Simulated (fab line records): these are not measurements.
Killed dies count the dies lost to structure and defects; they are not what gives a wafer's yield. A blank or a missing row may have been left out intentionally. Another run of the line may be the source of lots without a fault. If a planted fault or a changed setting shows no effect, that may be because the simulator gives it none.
A sampling plan put to the test | flow gf180mcu | one fab line, 19 faults that these records tell of, each judged on the records of the lots that it struck
The line's own looks make up the plan; these are the steps of the route where a gauge or inspection reads the wafer and leaves it unchanged. Where struck wafers have a number at a look and the file lists that look's usual mean and standard deviation on fault-free wafers, the look can be judged. Caught: 4 or more of those standard deviations (sigma) separate the usual mean from the mean of the struck wafers at a look after the fault's first step. On the tool: the test repeated on the tool's own readings taken at the fault's steps. If the struck wafers alone have a blank record, or they carry another recipe, that too counts as caught.

THE FAULTS, as the simulator had put them in
1. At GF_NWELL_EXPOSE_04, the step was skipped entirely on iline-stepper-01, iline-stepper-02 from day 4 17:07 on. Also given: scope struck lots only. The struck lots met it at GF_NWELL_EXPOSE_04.
2. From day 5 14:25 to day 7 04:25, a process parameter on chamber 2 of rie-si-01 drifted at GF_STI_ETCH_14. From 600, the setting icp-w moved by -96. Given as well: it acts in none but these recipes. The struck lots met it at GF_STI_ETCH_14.
3. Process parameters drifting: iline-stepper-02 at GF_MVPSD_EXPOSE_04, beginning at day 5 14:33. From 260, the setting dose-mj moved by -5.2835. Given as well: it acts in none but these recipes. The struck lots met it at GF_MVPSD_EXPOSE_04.
4. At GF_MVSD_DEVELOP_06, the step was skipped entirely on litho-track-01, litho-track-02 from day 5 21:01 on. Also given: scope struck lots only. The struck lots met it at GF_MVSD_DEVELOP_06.
5. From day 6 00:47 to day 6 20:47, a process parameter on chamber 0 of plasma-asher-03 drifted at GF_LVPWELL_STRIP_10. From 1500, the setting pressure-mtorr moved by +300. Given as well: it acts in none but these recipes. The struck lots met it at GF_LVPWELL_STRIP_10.
6. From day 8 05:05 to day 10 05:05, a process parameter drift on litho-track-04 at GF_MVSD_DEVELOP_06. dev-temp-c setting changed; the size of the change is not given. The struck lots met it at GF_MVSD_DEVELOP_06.
7. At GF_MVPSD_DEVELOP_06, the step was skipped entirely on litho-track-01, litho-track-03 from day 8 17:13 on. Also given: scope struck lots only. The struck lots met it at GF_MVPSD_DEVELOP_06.
8. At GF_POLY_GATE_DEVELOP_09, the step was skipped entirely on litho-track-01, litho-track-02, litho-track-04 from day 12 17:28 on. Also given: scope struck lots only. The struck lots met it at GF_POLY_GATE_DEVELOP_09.
9. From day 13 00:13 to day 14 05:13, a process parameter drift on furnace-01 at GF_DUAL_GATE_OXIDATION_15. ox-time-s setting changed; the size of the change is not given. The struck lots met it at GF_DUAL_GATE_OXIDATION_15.
10. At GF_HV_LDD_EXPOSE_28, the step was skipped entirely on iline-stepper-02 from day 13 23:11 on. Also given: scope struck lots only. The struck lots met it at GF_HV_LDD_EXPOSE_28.
11. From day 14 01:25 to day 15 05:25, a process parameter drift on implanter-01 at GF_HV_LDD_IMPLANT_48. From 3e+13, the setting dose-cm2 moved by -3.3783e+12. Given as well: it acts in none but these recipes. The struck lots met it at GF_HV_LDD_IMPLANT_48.
12. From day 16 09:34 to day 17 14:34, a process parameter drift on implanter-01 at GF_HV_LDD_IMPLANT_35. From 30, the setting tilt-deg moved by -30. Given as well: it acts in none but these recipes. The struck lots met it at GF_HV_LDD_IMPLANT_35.
13. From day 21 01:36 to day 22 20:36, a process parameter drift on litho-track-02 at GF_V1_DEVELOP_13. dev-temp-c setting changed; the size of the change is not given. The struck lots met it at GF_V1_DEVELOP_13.
14. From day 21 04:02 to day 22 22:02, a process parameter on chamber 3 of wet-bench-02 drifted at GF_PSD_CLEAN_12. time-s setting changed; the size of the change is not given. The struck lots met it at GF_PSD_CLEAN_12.
15. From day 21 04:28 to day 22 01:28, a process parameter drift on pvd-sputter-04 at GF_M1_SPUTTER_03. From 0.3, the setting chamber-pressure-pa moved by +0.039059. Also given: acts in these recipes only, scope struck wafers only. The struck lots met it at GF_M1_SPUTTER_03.
16. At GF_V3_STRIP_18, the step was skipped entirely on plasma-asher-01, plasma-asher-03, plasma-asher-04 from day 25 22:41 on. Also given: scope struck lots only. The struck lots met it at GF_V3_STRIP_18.
17. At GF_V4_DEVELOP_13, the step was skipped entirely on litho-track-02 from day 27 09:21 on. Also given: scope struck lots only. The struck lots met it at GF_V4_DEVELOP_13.
18. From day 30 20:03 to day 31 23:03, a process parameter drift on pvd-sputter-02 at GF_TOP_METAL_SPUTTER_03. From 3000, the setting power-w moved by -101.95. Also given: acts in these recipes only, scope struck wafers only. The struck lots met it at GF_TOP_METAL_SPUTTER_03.
19. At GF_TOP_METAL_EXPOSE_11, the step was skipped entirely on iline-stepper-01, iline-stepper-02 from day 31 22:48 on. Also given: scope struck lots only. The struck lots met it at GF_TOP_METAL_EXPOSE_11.

WHAT THE PLAN SAW
fault | on the tool itself                               | first look that catches it                      | reading, sigma | median hours from its first step to that look | hours from the fault's start to the first struck lot there | judged looks passed uncaught
1     | no reading that can be judged                    | not the one look that can be judged after it    | -              | -                                             | -                                                          | 1
2     | rf-fwd-power-W -47 sigma                         | no look after it can be judged                  | -              | -                                             | -                                                          | 0
3     | exposure-dose-mJ-cm2 -21 sigma                   | not the one look that can be judged after it    | -              | -                                             | -                                                          | 1
4     | the tool's record is blank for the struck wafers | not the one look that can be judged after it    | -              | -                                             | -                                                          | 1
5     | chamber-pressure-mTorr +99 or beyond sigma       | not the one look that can be judged after it    | -              | -                                             | -                                                          | 1
6     | developer-temp-C -9.2 sigma                      | not the one look that can be judged after it    | -              | -                                             | -                                                          | 1
7     | the tool's record is blank for the struck wafers | not the one look that can be judged after it    | -              | -                                             | -                                                          | 1
8     | the tool's record is blank for the struck wafers | no look after it can be judged                  | -              | -                                             | -                                                          | 0
9     | under 2 sigma                                    | no look after it can be judged                  | -              | -                                             | -                                                          | 0
10    | no reading that can be judged                    | no look after it can be judged                  | -              | -                                             | -                                                          | 0
11    | dose-ions-cm2 -99 or beyond sigma                | none of the 2 looks that can be judged after it | -              | -                                             | -                                                          | 2
12    | tilt-deg -99 or beyond sigma                     | GF_HV_LDD_RS_MEAS_53                            | HV_LDD_RS -40  | 24.6                                          | 36                                                         | 0
13    | developer-temp-C -19 sigma                       | not the one look that can be judged after it    | -              | -                                             | -                                                          | 1
14    | only faintly: run-length-s +3.2 sigma            | not the one look that can be judged after it    | -              | -                                             | -                                                          | 1
15    | chamber-pressure-pa +63 sigma                    | not the one look that can be judged after it    | -              | -                                             | -                                                          | 1
16    | the tool's record is blank for the struck wafers | no look after it can be judged                  | -              | -                                             | -                                                          | 0
17    | the tool's record is blank for the struck wafers | no look after it can be judged                  | -              | -                                             | -                                                          | 0
18    | cathode-dc-power-W -99 or beyond sigma           | no look after it can be judged                  | -              | -                                             | -                                                          | 0
19    | no reading that can be judged                    | no look after it can be judged                  | -              | -                                             | -                                                          | 0
A dash: the fault is not caught, or the number is missing from these records.

Caught at a look: 1 of 19. Caught on the tool: 14 of 19. By one or the other: 14 of 19.
On the tool alone, faults 2, 3, 4, 5, 6, 7, 8, 11, 13, 15, 16, 17, 18 were caught.
Caught by neither: faults 1, 9, 10, 14, 19.

THINNER SAMPLING
Were the look that catches a fault to measure just every second or every third lot (counted by lot number), the first struck lot would, at worst, be measured this late:
fault | struck lots at that look, in order of time | every lot | every second lot | every third lot
12    | L987, L988                                 | 36 h      | 43 h             | may miss all 2
Hours are from the fault's start to the first struck lot that is measured. The test against the limit of 4 sigma pooled every struck wafer, which means one lot taken alone may stay below that limit. Other struck lots may not be in these records.

THE LONGEST TIMED WAY FROM STEP TO LOOK
Fault 12: a median of 24.6 hours passes between GF_HV_LDD_IMPLANT_35 and GF_HV_LDD_RS_MEAS_53. No look between them can be judged.
